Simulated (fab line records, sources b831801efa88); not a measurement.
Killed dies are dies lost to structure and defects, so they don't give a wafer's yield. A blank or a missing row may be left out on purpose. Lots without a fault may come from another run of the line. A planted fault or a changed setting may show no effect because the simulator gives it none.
Which tool did it? | flow gf180mcu | 10 lots, 29 wafers sampled, at 4 steps of a route of 602

WHAT THE GAUGES READ, wafer by wafer
GF_MIM_RS_MEAS_10: measures by four-point-probe.
lot  | measured     | on            | MIM_ALCU_RS (ohm/sq)
L264 | day 26 05:19 | film_metro-01 | 0.1598 0.1617 0.1615
L263 | day 26 08:23 | film_metro-02 | 0.1611 0.1597 0.1601
L265 | day 26 19:28 | film_metro-01 | 0.1596 0.1602 0.1598
L267 | day 27 03:28 | film_metro-04 | 0.1632 0.1585 0.1592
L271 | day 28 09:40 | film_metro-04 | 0.1616 0.1602 0.1627
L272 | day 28 19:20 | film_metro-01 | 0.1725 0.1773
L273 | day 29 03:22 | film_metro-02 | 0.1787 0.1803 0.1790
L277 | day 30 05:18 | film_metro-02 | 0.1615 0.1599 0.1616
L279 | day 30 17:59 | film_metro-02 | 0.1622 0.1613 0.1602
L281 | day 31 12:37 | film_metro-04 | 0.1581 0.1636 0.1628

WHICH TOOL RAN EACH LOT (tool, then ch and the chambers of the sampled wafers, then the start)
lot  | GF_V4_SPUTTER_21             | GF_MIM_CVD_05                   | GF_MIM_SPUTTER_08
L264 | pvd_sputter-01, day 26 04:12 | pecvd-04 ch 1,2, day 26 05:07   | pvd_sputter-03, day 26 05:15
L263 | pvd_sputter-01, day 26 07:16 | pecvd-01 ch 0,1,2, day 26 08:11 | pvd_sputter-03, day 26 08:19
L265 | pvd_sputter-01, day 26 18:22 | pecvd-02 ch 0,2, day 26 19:16   | pvd_sputter-04, day 26 19:25
L267 | pvd_sputter-03, day 27 02:21 | pecvd-02 ch 0,2, day 27 03:16   | pvd_sputter-04, day 27 03:24
L271 | pvd_sputter-04, day 28 08:32 | pecvd-04 ch 0,2, day 28 09:26   | pvd_sputter-04, day 28 09:35
L272 | pvd_sputter-04, day 28 18:13 | pecvd-02 ch 0,1, day 28 19:07   | pvd_sputter-02, day 28 19:16
L273 | pvd_sputter-03, day 29 02:15 | pecvd-04 ch 0,2, day 29 03:10   | pvd_sputter-02, day 29 03:18
L277 | pvd_sputter-04, day 30 04:11 | pecvd-02 ch 0,2, day 30 05:06   | pvd_sputter-04, day 30 05:14
L279 | pvd_sputter-01, day 30 16:51 | pecvd-02 ch 1,2, day 30 17:46   | pvd_sputter-04, day 30 17:54
L281 | pvd_sputter-01, day 31 11:02 | pecvd-02 ch 0,1,2, day 31 12:25 | pvd_sputter-02, day 31 12:34
- GF_V4_SPUTTER_21: material Ti, target thk 15 nm, time 80.02 s.
- GF_MIM_CVD_05: deposits Si3N4, target thk 42 nm, time 29.086 s.
- GF_MIM_SPUTTER_08: material AlCu, target thk 200 nm, time 10.6 s.

THE ANSWER, worked out from the rows above alone
Rule: what is usual is taken from the lots themselves. Put in order of their means at a reading, lots are off if they are a third of the lots or fewer, leave a main group of 4 or more, and stand apart from it by a gap of 3 or more times the standard deviation of the main group's means; of several such gaps the widest counts. A main group whose means are all the same, to the digits that the tables above print for the reading, isn't used. A lot without any number at a reading at which 4 lots or more have one is off too. The other lots that the step has rows for count as sound.
Off: L272, L273, at GF_MIM_RS_MEAS_10 (MIM_ALCU_RS). The main group: mean 0.1608 ohm/sq, standard deviation 0.00057.
A tool fits if, at a process step before that reading, it ran every lot that is off, and no sound lot after the first of them. The gauges at GF_MIM_RS_MEAS_10 are tried like those tools. None of those tried fits.

WHAT THE SIMULATOR HAD PUT IN
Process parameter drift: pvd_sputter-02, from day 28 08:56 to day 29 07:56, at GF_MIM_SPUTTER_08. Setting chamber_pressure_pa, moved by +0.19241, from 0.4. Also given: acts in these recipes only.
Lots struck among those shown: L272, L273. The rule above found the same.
